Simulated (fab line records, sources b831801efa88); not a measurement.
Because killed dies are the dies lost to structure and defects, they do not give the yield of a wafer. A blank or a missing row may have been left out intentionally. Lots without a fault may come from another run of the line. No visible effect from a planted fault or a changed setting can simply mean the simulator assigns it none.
fab line records	flow sky130
record: lots: 5	wafers: 15	last-day: 50
route steps=708 shown LI_CONTACT@375 LOCAL_INTERCONNECT@387 PAD_OPEN@708
lots with no fault: from the same line, run without faults
start-h: hours from the record's opening day to when the first of the lot's shown wafers began	wait-h: how many hours have passed since the lot's step before this one	" repeats the value in the row above	L1.1+2: several wafers, shown together as one row	- no value present, or no start provided	* or withheld: withheld	< > ~ a bound
route shown NAME@n: names a module that has steps shown in the file, with the first one's number in the route	usual: the fault-free wafers' mean and standard deviation	same: alike in all rows	chamber/n: place in a boat	sites: per-site readings	_std_site: the standard deviation of these	_edge_site: outer sites' mean less inner sites'	radius-mm: for every site, how far away it sits from the centre of the wafer	mask NAME#n: copy n	behind: tool/chamber where the wafer was last shaped	hold: reason for holding the lot/hours on hold/outcome of the hold	device: which transistor (n, p or np) failed to switch	end of line: at the end of the route, the tests of the same wafers	for a step that has no rows: nothing shown but its recipe	killed: the dies lost at the first sort to structure and to defects; this is not the yield of the wafer	map: shows each die of a wafer: x if killed, . if not, _ if none is there
set.NAME: the run value of the setting; set.NAME@STEP: its run value at that earlier step	model.NAME: the simulator's own value behind a step, which no gauge read
lots at selected steps of the route; one table per step, one row per wafer
services: from which hour (start-h, from the record's first day; less than 0 if before it) a tool's chamber was out of use, for how many hours, and why
== steps ==
step: SKY_LI_CONTACT_OVL_MEAS_13
usual: LI_CONTACT_OVL: -1/4.7
lot.wafer	tool	chamber	start-h	wait-h	LI_CONTACT_OVL[nm]
L115.2	overlay-01	-	669.70	0.1	0
L115.3	"	-	"	"	-6
L115.4	"	-	"	"	-3
L125.2	overlay-01	-	757.55	0.1	3
L125.3	"	-	"	"	3
L125.5	"	-	"	"	9
L131.4	overlay-01	-	803.81	0.1	3
L131.5	"	-	"	"	-2
L131.6	"	-	"	"	1
L132.2	overlay-01	-	812.47	0.1	5
L132.3	"	-	"	"	3
L132.4	"	-	"	"	4
L138.1	overlay-02	-	856.44	0.1	-1
L138.3	"	-	"	"	-4
L138.5	"	-	"	"	-7
step: SKY_LI_CONTACT_ETCH_14
recipe: chemistry: N2/H2	target: BARC	ion-energy-ev: 200	source-w: 500	bias-w: 100	pressure-mtorr: 30	n2-flow-sccm: 100	h2-flow-sccm: 200	stop-on: SiO2	time-s: 45.9	target-depth-a: 600
step: SKY_LI_CONTACT_ETCH_15
recipe: target: PSG	chemistry: C4F8/O2/Ar	stop-on: Si	taper-deg: 4.15	mask-material: KrF-thick	source-w: 1500	bias-w: 1200	pressure-mtorr: 40	c4f8-flow-sccm: withheld	O2_flow_sccm: 6	Ar_flow_sccm: 300	time-s: withheld	target-depth-a: 6000
step: SKY_LI_CONTACT_STRIP_16
recipe: chemistry: O2/N2	power-w: 1400	pressure-mtorr: 1500	platen-temp-c: withheld	o2-flow-sccm: 3000	n2-flow-sccm: 300	overash-fraction: 0.5
usual: drypump-motor-current-A: 5.6/0.43	oes-product-au: 0.376/0.0047	strip-time-to-endpoint-s: 3.500/0.029
lot.wafer	tool	chamber	start-h	wait-h	drypump-motor-current-A	oes-product-au	rf-hours-counter-h	strip-time-to-endpoint-s
L115.2	plasma-asher-03	0	669.86	-	4.9	0.374	95	3.536
L115.3	"	0	"	"	4.9	0.377	-	3.481
L115.4	"	1	"	"	5.7	0.375	-	3.516
L125.2	plasma-asher-03	1	757.71	-	5.7	0.375	1	3.484
L125.3	"	1	"	"	5.7	0.370	-	3.443
L125.5	"	0	"	"	4.9	0.375	-	3.515
L131.4	plasma-asher-04	1	803.99	-	5.8	0.375	-	3.509
L131.5	"	1	"	"	5.8	0.383	-	3.544
L131.6	"	0	"	"	5.4	0.381	-	3.546
L132.2	plasma-asher-03	0	812.63	-	4.8	0.372	5	3.515
L132.3	"	1	"	"	5.7	0.382	-	3.519
L132.4	"	0	"	"	4.9	0.373	-	3.525
L138.1	plasma-asher-04	0	856.61	-	5.4	0.373	76	3.456
L138.3	"	1	"	"	5.8	0.380	-	3.531
L138.5	"	0	"	"	5.4	0.372	-	3.482
step: SKY_LI_CONTACT_CLEAN_17
recipe: chemistry: NMP	time-s: 600	temp-c: 60	dry: n2-spin
step: SKY_LI_CONTACT_PRE_CLEAN_18
recipe: gas: Ar	time-s: 5.6	bias-v: 358
step: SKY_LI_CONTACT_SPUTTER_19
recipe: material: Ti	target-thk-nm: 20	chamber-pressure-pa: 5	power-w: 2500	substrate-temp-c: 200	time-s: 106.37
usual: cathode-dc-power-W: 2500.1/0.49	throttle-valve-pct: 30.3/1.1
lot.wafer	tool	chamber	start-h	wait-h	cathode-dc-power-W	throttle-valve-pct
L115.2	pvd-sputter-04	-	670.15	0.0	2500.0	29.0
L115.3	"	-	"	"	2499.6	32.7
L115.4	"	-	"	"	2500.4	29.2
L125.2	pvd-sputter-04	-	758.00	0.0	2499.2	32.4
L125.3	"	-	"	"	2500.3	31.6
L125.5	"	-	"	"	2499.8	29.0
L131.4	pvd-sputter-01	-	804.25	0.0	2500.5	30.8
L131.5	"	-	"	"	2499.7	31.1
L131.6	"	-	"	"	2499.8	29.4
L132.2	pvd-sputter-01	-	812.96	0.0	2499.4	30.5
L132.3	"	-	"	"	2499.9	30.7
L132.4	"	-	"	"	2499.5	30.9
L138.1	pvd-sputter-04	-	856.90	0.0	2499.9	31.9
L138.3	"	-	"	"	2500.7	32.4
L138.5	"	-	"	"	2500.3	32.6
step: SKY_LI_CONTACT_SPUTTER_20
recipe: material: TiN	target-thk-nm: 20	chamber-pressure-pa: 5	power-w: 4000	time-s: 80
usual: cathode-dc-power-W: 3999.9/0.79	throttle-valve-pct: 30.3/1.1
lot.wafer	tool	chamber	start-h	wait-h	cathode-dc-power-W	throttle-valve-pct
L115.2	pvd-sputter-04	-	670.23	0.0	4000.9	29.0
L115.3	"	-	"	"	4000.4	32.4
L115.4	"	-	"	"	4001.7	29.4
L125.2	pvd-sputter-04	-	758.08	0.0	4001.0	32.3
L125.3	"	-	"	"	4000.9	31.6
L125.5	"	-	"	"	3999.5	29.0
L131.4	pvd-sputter-01	-	804.33	0.0	3999.5	31.0
L131.5	"	-	"	"	4000.1	31.3
L131.6	"	-	"	"	3999.3	29.3
L132.2	pvd-sputter-01	-	813.03	0.0	4001.3	30.3
L132.3	"	-	"	"	3998.8	30.3
L132.4	"	-	"	"	3998.5	30.7
L138.1	pvd-sputter-04	-	856.98	0.0	4000.1	31.8
L138.3	"	-	"	"	3998.9	32.3
L138.5	"	-	"	"	3999.5	32.4
step: SKY_LI_CONTACT_CVD_21
recipe: material: W	target-thk-nm: 400	time-s: 120.56	temp-c: 400	pressure-torr: 40
step: SKY_LI_CONTACT_RS_MEAS_22
recipe: thk-meas-gauge: four-point-probe	reads: W_of_LI_CONTACT_CVD_21+TiN_of_LI_CONTACT_SPUTTER_20+Ti_of_LI_CONTACT_SPUTTER_19
usual: LI_CONTACT_W_RS: 0.286/0.0041
lot.wafer	tool	chamber	start-h	wait-h	LI_CONTACT_W_RS[ohm/sq]
L115.2	film-metro-02	-	670.43	0.1	0.285
L115.3	"	-	"	"	0.288
L115.4	"	-	"	"	0.283
L125.2	film-metro-02	-	758.28	0.1	0.281
L125.3	"	-	"	"	0.287
L125.5	"	-	"	"	0.284
L131.4	film-metro-02	-	804.57	0.1	0.290
L131.5	"	-	"	"	0.279
L131.6	"	-	"	"	0.286
L132.2	film-metro-04	-	813.24	0.1	0.285
L132.3	"	-	"	"	0.281
L132.4	"	-	"	"	0.294
L138.1	film-metro-01	-	857.16	0.1	0.287
L138.3	"	-	"	"	0.287
L138.5	"	-	"	"	0.290
step: SKY_LI_CONTACT_THK_MEAS_23
recipe: thk-meas-gauge: xrf	reads: W_of_LI_CONTACT_CVD_21
usual: LI_CONTACT_W_THK: 407/7.1
lot.wafer	tool	chamber	start-h	wait-h	LI_CONTACT_W_THK[nm]
L115.2	film-metro-02	-	670.54	0.1	413
L115.3	"	-	"	"	408
L115.4	"	-	"	"	417
L125.2	film-metro-02	-	758.39	0.1	414
L125.3	"	-	"	"	407
L125.5	"	-	"	"	414
L131.4	film-metro-02	-	804.66	0.1	402
L131.5	"	-	"	"	421
L131.6	"	-	"	"	411
L132.2	film-metro-04	-	813.35	0.1	413
L132.3	"	-	"	"	418
L132.4	"	-	"	"	399
L138.1	film-metro-01	-	857.28	0.1	400
L138.3	"	-	"	"	402
L138.5	"	-	"	"	396
step: SKY_LI_CONTACT_CMP_24
recipe: stop-on: PSG	t-overpolish-s: 20	down-force-psi: 3.5	platen-rpm: 60	target-thk-nm: 0	pad-velocity-m-s: 0.94248
usual: head-pressure-psi: 3.501/0.0074	motor-current-A: 11.2/0.94	overpolish-run-s: 19.999/0.0095	time-to-endpoint-s: 95/3.8
lot.wafer	tool	chamber	start-h	wait-h	head-pressure-psi	motor-current-A	overpolish-run-s	time-to-endpoint-s
L115.2	cmp-01	2	670.64	0.1	3.496	11.9	20.000	99
L115.3	"	3	"	"	3.497	11.8	20.003	97
L115.4	"	0	"	"	3.498	11.7	19.998	95
L125.3	cmp-01	2	758.49	0.1	3.516	11.8	19.990	96
L125.2	"	0	"	"	3.499	11.8	19.988	99
L125.5	"	2	"	"	3.495	12.0	20.005	98
L131.4	cmp-01	2	804.69	0.0	3.494	12.2	20.012	91
L131.6	"	2	"	"	3.512	12.5	19.998	89
L131.5	"	3	"	"	3.506	11.5	20.010	93
L132.3	cmp-02	3	813.40	0.0	3.504	10.6	20.002	98
L132.4	"	0	"	"	3.503	9.6	20.009	93
L132.2	"	2	"	"	3.489	10.3	19.991	98
L138.1	cmp-02	3	857.44	0.1	3.517	10.3	20.008	99
L138.3	"	0	"	"	3.495	10.5	19.992	102
L138.5	"	1	"	"	3.495	10.9	19.991	94
step: SKY_LOCAL_INTERCONNECT_SPUTTER_00
recipe: material: TiN	target-thk-nm: 100	temp-c: 300	power-w: 6500	time-s: 83.3	chamber-pressure-pa: 0.4
usual: cathode-dc-power-W: 6500.0/1.2	throttle-valve-pct: 30.4/1.1
lot.wafer	tool	chamber	start-h	wait-h	cathode-dc-power-W	throttle-valve-pct	model.TiN_of_LOCAL_INTERCONNECT_SPUTTER_00.thk-nm
L115.2	pvd-sputter-01	-	670.89	0.2	6498.9	31.1	99.05
L115.3	"	-	"	"	6500.6	30.5	100.2
L115.4	"	-	"	"	6498.9	30.8	100
L125.2	pvd-sputter-02	-	758.74	0.1	6499.5	29.3	100.4
L125.3	"	-	"	"	6499.5	29.2	101.7
L125.5	"	-	"	"	7428.3	29.8	114.2
L131.4	pvd-sputter-04	-	804.99	0.2	6499.8	32.2	100.9
L131.5	"	-	"	"	6501.7	29.0	101.5
L131.6	"	-	"	"	6500.6	31.8	100.5
L132.2	pvd-sputter-04	-	813.70	0.1	6502.6	29.0	101
L132.3	"	-	"	"	6497.7	32.2	100.9
L132.4	"	-	"	"	6500.9	29.2	101
L138.1	pvd-sputter-01	-	857.64	0.1	6497.3	29.5	101
L138.3	"	-	"	"	6499.1	30.5	99.68
L138.5	"	-	"	"	6500.4	29.8	100.2
step: SKY_LOCAL_INTERCONNECT_RS_MEAS_01
recipe: thk-meas-gauge: four-point-probe	reads: TiN_of_LOCAL_INTERCONNECT_SPUTTER_00
usual: LOCAL_INTERCONNECT_TIN_RS: 14.08/0.12
lot.wafer	tool	chamber	start-h	wait-h	LOCAL_INTERCONNECT_TIN_RS[ohm/sq]
L115.2	film-metro-01	-	670.98	0.1	14.27
L115.3	"	-	"	"	14.10
L115.4	"	-	"	"	14.14
L125.2	film-metro-01	-	758.83	0.1	14.15
L125.3	"	-	"	"	13.90
L125.5	"	-	"	"	12.33
L131.4	film-metro-03	-	805.12	0.1	13.99
L131.5	"	-	"	"	13.95
L131.6	"	-	"	"	14.10
L132.2	film-metro-01	-	813.78	0.1	14.00
L132.3	"	-	"	"	14.05
L132.4	"	-	"	"	13.99
L138.1	film-metro-03	-	857.71	0.0	14.03
L138.3	"	-	"	"	14.20
L138.5	"	-	"	"	14.11
step: SKY_LOCAL_INTERCONNECT_THK_MEAS_02
recipe: thk-meas-gauge: xrf	reads: TiN_of_LOCAL_INTERCONNECT_SPUTTER_00
usual: LOCAL_INTERCONNECT_TIN_THK: 101.0/0.89
lot.wafer	tool	chamber	start-h	wait-h	LOCAL_INTERCONNECT_TIN_THK[nm]
L115.2	film-metro-01	-	671.09	0.1	99.4
L115.3	"	-	"	"	100.6
L115.4	"	-	"	"	100.1
L125.2	film-metro-01	-	758.94	0.1	101.1
L125.3	"	-	"	"	101.7
L125.5	"	-	"	"	114.9
L131.4	film-metro-03	-	805.21	0.1	101.1
L131.5	"	-	"	"	101.7
L131.6	"	-	"	"	100.1
L132.2	film-metro-01	-	813.89	0.1	101.6
L132.3	"	-	"	"	101.6
L132.4	"	-	"	"	101.6
L138.1	film-metro-03	-	857.83	0.1	101.8
L138.3	"	-	"	"	100.4
L138.5	"	-	"	"	101.1
step: SKY_LOCAL_INTERCONNECT_DEHYDRATE_03
recipe: temp-c: 200	time-s: 60
step: SKY_LOCAL_INTERCONNECT_HMDS_04
recipe: prime-time-s: 60	prime-temp-c: 120
step: SKY_LOCAL_INTERCONNECT_COAT_05
recipe: resist: BARC	temp-c: withheld	time-s: withheld	spin-rpm: 3000	resist-thk-nm: 60
step: SKY_LOCAL_INTERCONNECT_COAT_06
recipe: resist: KrF-thick	spin-rpm: 3000	resist-thk-nm: 450
step: SKY_LOCAL_INTERCONNECT_SOFTBAKE_07
recipe: temp-c: 100	time-s: 90	resist: KrF-thick
step: SKY_LOCAL_INTERCONNECT_EXPOSE_08
recipe: mask-id: LI1M	na: 0.8	source-shape: annular	sigma-inner: 0.55	sigma-outer: 0.85	target-cd-nm: 170	dose-mj: 28
step: SKY_LOCAL_INTERCONNECT_PEB_09
recipe: peb-temp-c: withheld	peb-time-s: withheld	resist: KrF-thick
step: SKY_LOCAL_INTERCONNECT_DEVELOP_10
recipe: develop-time-s: 60	resist: KrF-thick	dev-temp-c: 21
step: SKY_LOCAL_INTERCONNECT_CD_MEAS_11
recipe: target-cd-nm: 170
usual: cd-nm: 170.3/1.6
lot.wafer	tool	chamber	start-h	wait-h	cd-nm
L115.2	cd-sem-01	-	698.79	-	167.8
L115.3	"	-	"	"	169.7
L115.4	"	-	"	"	170.6
L125.2	cd-sem-01	-	786.29	-	172.2
L125.3	"	-	"	"	171.8
L125.5	"	-	"	"	173.5
L131.4	cd-sem-02	-	831.35	-	171.3
L131.5	"	-	"	"	172.0
L131.6	"	-	"	"	170.6
L132.2	cd-sem-01	-	840.31	-	168.4
L132.3	"	-	"	"	169.0
L132.4	"	-	"	"	169.2
L138.1	cd-sem-02	-	883.54	-	170.1
L138.3	"	-	"	"	168.6
L138.5	"	-	"	"	167.5
step: SKY_LOCAL_INTERCONNECT_OVL_MEAS_12
usual: LOCAL_INTERCONNECT_OVL: -3/6.2
lot.wafer	tool	chamber	start-h	wait-h	LOCAL_INTERCONNECT_OVL[nm]
L115.2	overlay-01	-	698.90	0.1	-8
L115.3	"	-	"	"	-8
L115.4	"	-	"	"	-6
L125.2	overlay-02	-	786.40	0.1	-4
L125.3	"	-	"	"	-3
L125.5	"	-	"	"	7
L131.4	overlay-01	-	831.43	0.1	-5
L131.5	"	-	"	"	4
L131.6	"	-	"	"	-6
L132.2	overlay-01	-	840.42	0.1	4
L132.3	"	-	"	"	2
L132.4	"	-	"	"	-1
L138.1	overlay-02	-	883.66	0.1	-2
L138.3	"	-	"	"	2
L138.5	"	-	"	"	-13
step: SKY_LOCAL_INTERCONNECT_ETCH_13
recipe: chemistry: N2/H2	target: BARC	ion-energy-ev: 200	bias-w: 100	pressure-mtorr: 30	n2-flow-sccm: 100	h2-flow-sccm: 200	icp-w: 500	stop-on: SiO2	time-s: 45.9	target-depth-a: 600
step: SKY_LOCAL_INTERCONNECT_METAL_ETCH_14
recipe: target-depth-nm: 110	stop-on: PSG	chemistry: Cl2/BCl3	target: TiN	resist-sidewall-deg: 88	pressure-mtorr: 10	icp-w: 900	bias-w: 48.5	Cl2_flow_sccm: 60	bcl3-flow-sccm: 30	time-s: 31.4
usual: drypump-motor-current-A: 5.5/0.58	oes-product-au: 0.944/0.0065	throttle-valve-pct: 21.900/0.01
lot.wafer	tool	chamber	start-h	wait-h	drypump-motor-current-A	oes-product-au	rf-hours-counter-h	throttle-valve-pct
L115.2	rie-metal-01	0	698.99	0.0	6.3	0.938	1	21.905
L115.3	"	1	"	"	4.7	0.943	-	21.908
L115.4	"	0	"	"	6.2	0.946	-	21.894
L125.2	rie-metal-02	1	786.49	0.0	5.7	0.947	17	21.905
L125.3	"	1	"	"	5.6	0.951	-	21.890
L125.5	"	0	"	"	5.4	1.002	-	21.867
L131.4	rie-metal-02	0	831.63	0.1	5.4	0.943	-	21.898
L131.5	"	0	"	"	5.4	0.959	-	21.887
L131.6	"	0	"	"	5.4	0.945	-	21.887
L132.2	rie-metal-01	0	840.51	0.0	6.2	0.946	5	21.900
L132.3	"	1	"	"	4.7	0.955	-	21.914
L132.4	"	0	"	"	6.2	0.949	-	21.912
L138.1	rie-metal-03	1	883.76	0.0	4.8	0.948	0	21.893
L138.3	"	1	"	"	4.8	0.937	-	21.882
L138.5	"	0	"	"	5.9	0.947	-	21.897
step: SKY_LOCAL_INTERCONNECT_STRIP_15
recipe: chemistry: O2/N2	power-w: 1400	pressure-mtorr: 1500	platen-temp-c: withheld	o2-flow-sccm: 3000	n2-flow-sccm: 300	overash-fraction: 0.5
usual: drypump-motor-current-A: 5.7/0.55	oes-product-au: 0.427/0.0045	strip-time-to-endpoint-s: 4.734/0.018
lot.wafer	tool	chamber	start-h	wait-h	drypump-motor-current-A	oes-product-au	rf-hours-counter-h	strip-time-to-endpoint-s
L115.2	plasma-asher-01	0	699.04	0.0	6.6	0.426	91	4.723
L115.3	"	1	"	"	6.1	0.424	-	4.724
L115.4	"	0	"	"	6.6	0.426	-	4.752
L125.2	plasma-asher-03	1	786.54	0.0	5.7	0.426	4	4.762
L125.3	"	0	"	"	4.9	0.426	-	4.751
L125.5	"	0	"	"	4.9	0.427	-	4.758
L131.4	plasma-asher-04	1	831.71	0.1	5.8	0.422	-	4.704
L131.5	"	0	"	"	5.4	0.425	-	4.713
L131.6	"	1	"	"	5.8	0.425	-	4.704
L132.2	plasma-asher-03	1	840.56	0.0	5.7	0.434	8	4.739
L132.3	"	1	"	"	5.7	0.421	-	4.739
L132.4	"	0	"	"	4.9	0.432	-	4.761
L138.1	plasma-asher-01	0	883.82	0.0	6.6	0.429	110	4.741
L138.3	"	1	"	"	6.1	0.425	-	4.741
L138.5	"	1	"	"	6.1	0.432	-	4.716
step: SKY_LOCAL_INTERCONNECT_STRIP_16
recipe: chemistry: post-etch-residue-remover	time-s: 1200	temp-c: 72.5
lot.wafer	tool	chamber	start-h	wait-h	model.TiN_of_LOCAL_INTERCONNECT_SPUTTER_00.thk-nm
L115.2	wet-bench-01	0	699.14	0.1	98.64
L115.3	"	0	"	"	99.83
L115.4	"	0	"	"	99.62
L125.2	wet-bench-03	2	786.64	0.1	100
L125.3	"	2	"	"	101.3
L125.5	"	2	"	"	113.8
L131.4	wet-bench-01	1	831.78	0.0	100.5
L131.5	"	1	"	"	101.1
L131.6	"	1	"	"	100
L132.2+4	wet-bench-03	2	840.66	0.1	100.6
L132.3	"	2	"	"	100.5
L138.1	wet-bench-03	0	883.92	0.1	100.6
L138.3	"	0	"	"	99.26
L138.5	"	0	"	"	99.77
step: SKY_LOCAL_INTERCONNECT_CLEAN_17
recipe: chemistry: IPA	time-s: 180	temp-c: 25
step: SKY_PAD_OPEN_PROBE_99
usual: killed_at_M0_to_M3: 43/6.5	killed_at_M4_up: 3.2/1.8	killed-at-contacts: 24/5.2	killed-at-front-end: 15/4	killed-at-other: 0.4/0.69	killed-dies: 86/8.7	killed-open: 47/7	killed-short: 39/5.7
same: gross-dies: 492	killed-at-back-side: 0
lot.wafer	tool	chamber	start-h	wait-h	killed_at_M0_to_M3	killed_at_M4_up	killed-at-contacts	killed-at-front-end	killed-at-other	killed-dies	killed-open	killed-short
L115.2	prober-02	-	1073.67	0.1	27	2	28	11	1	69	39	29
L115.3	prober-02	-	1073.72	0.2	36	1	32	15	0	84	37	47
L115.4	prober-02	-	1073.77	0.2	41	2	28	14	1	86	47	39
L125.2	prober-02	-	1135.19	0.1	49	4	24	15	1	93	58	35
L125.3	prober-02	-	1135.24	0.2	42	4	22	21	0	89	49	40
L125.5	prober-02	-	1135.34	0.2	43	2	39	11	0	95	53	42
L131.4	prober-02	-	1167.36	0.2	46	5	23	13	0	87	49	38
L131.5	prober-02	-	1167.41	0.2	38	2	21	11	1	73	38	35
L131.6	prober-02	-	1167.46	0.2	55	1	15	12	0	83	48	35
L132.2	prober-01	-	1174.01	0.1	37	8	14	9	0	68	28	40
L132.3	prober-01	-	1174.06	0.2	47	2	26	13	0	88	52	35
L132.4	prober-01	-	1174.11	0.2	38	1	19	18	0	76	47	29
L138.1	prober-01	-	1198.26	0.1	45	3	21	13	0	82	38	44
L138.3	prober-01	-	1198.36	0.2	50	5	21	18	0	94	50	44
L138.5	prober-01	-	1198.46	0.2	38	5	20	18	0	81	44	37
killed by level:class
L115.2 LI_CONTACT:geometric-particle:open=11 CONTACT:geometric-particle:open=7 FIELD_ISO:geometric-particle:short=5 VIA2:geometric-particle:open=5 METAL2:geometric-particle:short=5 FIELD_ISO:geometric-particle:open=4 LI_CONTACT:geometric-particle:short=4 METAL1:geometric-particle:short=4
L115.3 VIA1:geometric-particle:open=10 LI_CONTACT:geometric-particle:open=8 LOCAL_INTERCONNECT:geometric-particle:short=8 METAL1:geometric-particle:short=7 CONTACT:geometric-particle:open=6 FIELD_ISO:geometric-particle:short=5 FIELD_ISO:geometric-particle:open=5 LI_CONTACT:geometric-particle:short=5
L115.4 LI_CONTACT:geometric-particle:open=10 CONTACT:geometric-particle:open=8 VIA1:geometric-particle:open=7 VIA2:geometric-particle:open=7 CONTACT:geometric-particle:short=5 FIELD_ISO:geometric-particle:short=4 METAL1:geometric-particle:short=4 VIA1:geometric-particle:short=4
L125.2 VIA1:geometric-particle:open=10 CONTACT:geometric-particle:open=9 VIA2:geometric-particle:open=9 LI_CONTACT:geometric-particle:open=8 VIA3:geometric-particle:open=8 VIA2:geometric-particle:short=5 VIA1:geometric-particle:short=5 FIELD_ISO:geometric-particle:short=4
L125.3 CONTACT:geometric-particle:open=9 VIA2:geometric-particle:open=8 VIA1:geometric-particle:open=7 FIELD_ISO:geometric-particle:open=6 FIELD_ISO:geometric-particle:short=6 VIA1:geometric-particle:short=6 LOCAL_INTERCONNECT:geometric-particle:short=5 CONTACT:geometric-particle:short=4
L125.5 CONTACT:geometric-particle:open=15 LI_CONTACT:geometric-particle:open=9 LOCAL_INTERCONNECT:geometric-particle:short=8 VIA3:geometric-particle:open=7 VIA2:geometric-particle:open=7 VIA1:geometric-particle:open=7 CONTACT:geometric-particle:short=6 METAL3:geometric-particle:short=5
L131.4 METAL2:geometric-particle:short=9 VIA2:geometric-particle:open=8 LI_CONTACT:geometric-particle:open=7 VIA1:geometric-particle:open=7 CONTACT:geometric-particle:open=7 VIA2:geometric-particle:short=6 CONTACT:geometric-particle:short=5 FIELD_ISO:geometric-particle:open=4
L131.5 VIA1:geometric-particle:open=9 VIA2:geometric-particle:open=6 LI_CONTACT:geometric-particle:open=5 CONTACT:geometric-particle:short=5 METAL1:geometric-particle:short=5 LI_CONTACT:geometric-particle:short=4 CONTACT:geometric-particle:open=4 METAL2:geometric-particle:short=4
L131.6 VIA1:geometric-particle:open=12 METAL1:geometric-particle:short=9 VIA3:geometric-particle:open=9 VIA2:geometric-particle:open=9 METAL2:geometric-particle:short=4 LI_CONTACT:geometric-particle:open=4 LOCAL_INTERCONNECT:geometric-particle:short=4 CONTACT:geometric-particle:open=4
L132.2 VIA1:geometric-particle:open=8 VIA1:geometric-particle:short=7 METAL4:geometric-particle:short=7 METAL1:geometric-particle:short=6 CONTACT:geometric-particle:short=5 VIA3:geometric-particle:open=5 FIELD_ISO:geometric-particle:short=4 CONTACT:geometric-particle:open=4
L132.3 VIA1:geometric-particle:open=12 VIA3:geometric-particle:open=10 CONTACT:geometric-particle:open=9 CONTACT:geometric-particle:short=8 LI_CONTACT:geometric-particle:open=7 METAL2:geometric-particle:short=7 FIELD_ISO:geometric-particle:short=4 METAL1:geometric-particle:short=4
L132.4 VIA1:geometric-particle:open=10 FIELD_ISO:geometric-particle:open=7 POLY_GATE:geometric-particle:open=7 CONTACT:geometric-particle:open=7 VIA1:geometric-particle:short=5 METAL2:geometric-particle:short=5 VIA2:geometric-particle:open=5 LI_CONTACT:geometric-particle:open=4
L138.1 VIA1:geometric-particle:open=9 METAL2:geometric-particle:short=9 METAL1:geometric-particle:short=8 CONTACT:geometric-particle:open=6 CONTACT:geometric-particle:short=6 FIELD_ISO:geometric-particle:open=5 POLY_GATE:geometric-particle:short=5 VIA3:geometric-particle:open=5
L138.3 VIA1:geometric-particle:open=15 CONTACT:geometric-particle:open=9 FIELD_ISO:geometric-particle:short=8 LI_CONTACT:geometric-particle:open=8 VIA1:geometric-particle:short=7 POLY_GATE:geometric-particle:open=5 METAL1:geometric-particle:short=5 METAL2:geometric-particle:short=5
L138.5 CONTACT:geometric-particle:open=9 VIA1:geometric-particle:open=9 METAL2:geometric-particle:short=8 VIA3:geometric-particle:open=8 FIELD_ISO:geometric-particle:open=5 POLY_GATE:geometric-particle:short=4 POLY_GATE:geometric-particle:open=4 CONTACT:geometric-particle:short=4
== services ==
tool	chamber	start-h	hours	kind
rie-metal-02	0	700.78	24.6	repair
plasma-asher-04	-	707.04	2.8	pm
pvd-sputter-02	-	726.87	1.1	repair
cmp-01	-	727.88	1.6	repair
plasma-asher-03	-	733.75	9.0	pm
rie-metal-03	-	738.31	1.4	pm
cmp-02	-	744.00	4.0	pm
plasma-asher-01	-	746.89	2.4	repair
wet-bench-01	-	754.47	4.8	repair
pvd-sputter-02	-	769.38	2.1	repair
pvd-sputter-04	1	770.90	-	consumable-replace:kit
cmp-02	-	781.12	2.5	repair
plasma-asher-03	-	789.07	23.1	repair
cmp-02	-	791.38	7.0	pm
plasma-asher-03	-	797.02	1.1	repair
plasma-asher-04	-	800.39	3.3	repair
cmp-01	-	807.81	5.0	pm
cmp-01	-	813.17	1.7	repair
plasma-asher-01	-	815.53	3.4	repair
cmp-02	-	829.14	5.0	repair
pvd-sputter-04	-	834.45	0.6	repair
pvd-sputter-04	-	837.07	1.5	repair
cmp-02	-	864.64	1.4	repair
cmp-01	-	871.36	5.0	pm
== key ==
first-sign: step: SKY_LOCAL_INTERCONNECT_SPUTTER_00	reading: cathode-dc-power-W	direction: up	sigmas: 99+	usual: 6500.0	struck: 7428.3
effect: step: SKY_LOCAL_INTERCONNECT_RS_MEAS_01	reading: LOCAL_INTERCONNECT_TIN_RS	direction: down	sigmas: 15	usual: 14.08	struck: 12.33
effect: step: SKY_LOCAL_INTERCONNECT_THK_MEAS_02	reading: LOCAL_INTERCONNECT_TIN_THK	direction: up	sigmas: 16	usual: 101.0	struck: 114.9
effect: step: SKY_LOCAL_INTERCONNECT_METAL_ETCH_14	reading: oes-product-au	direction: up	sigmas: 8.8	usual: 0.944	struck: 1.002
model-effect: step: SKY_LOCAL_INTERCONNECT_SPUTTER_00	value: TiN_of_LOCAL_INTERCONNECT_SPUTTER_00.thk-nm	without: 99.92	struck: 114.2
model-effect: step: SKY_LOCAL_INTERCONNECT_STRIP_16	value: TiN_of_LOCAL_INTERCONNECT_SPUTTER_00.thk-nm	without: 99.49	struck: 113.8
met-at SKY_LOCAL_INTERCONNECT_SPUTTER_00
struck-wafers L125.5
tester-left-out L125
fault: kind: process-parameter-drift	tool: pvd-sputter-02	chamber: -	onset-h: 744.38	steps: SKY_LOCAL_INTERCONNECT_SPUTTER_00	channel: power-w	offset: *	shape: step	end-h: 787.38	acts-in: *	stated: *	scope: struck-wafers-only
tester-left-out: of these lots the tester's yield and bins aren't shown, on N5 and GAA mostly nor the transistor test; their killed dies are dies lost to structure and defects alone, not to doping, threshold or leakage, so they don't give the yield
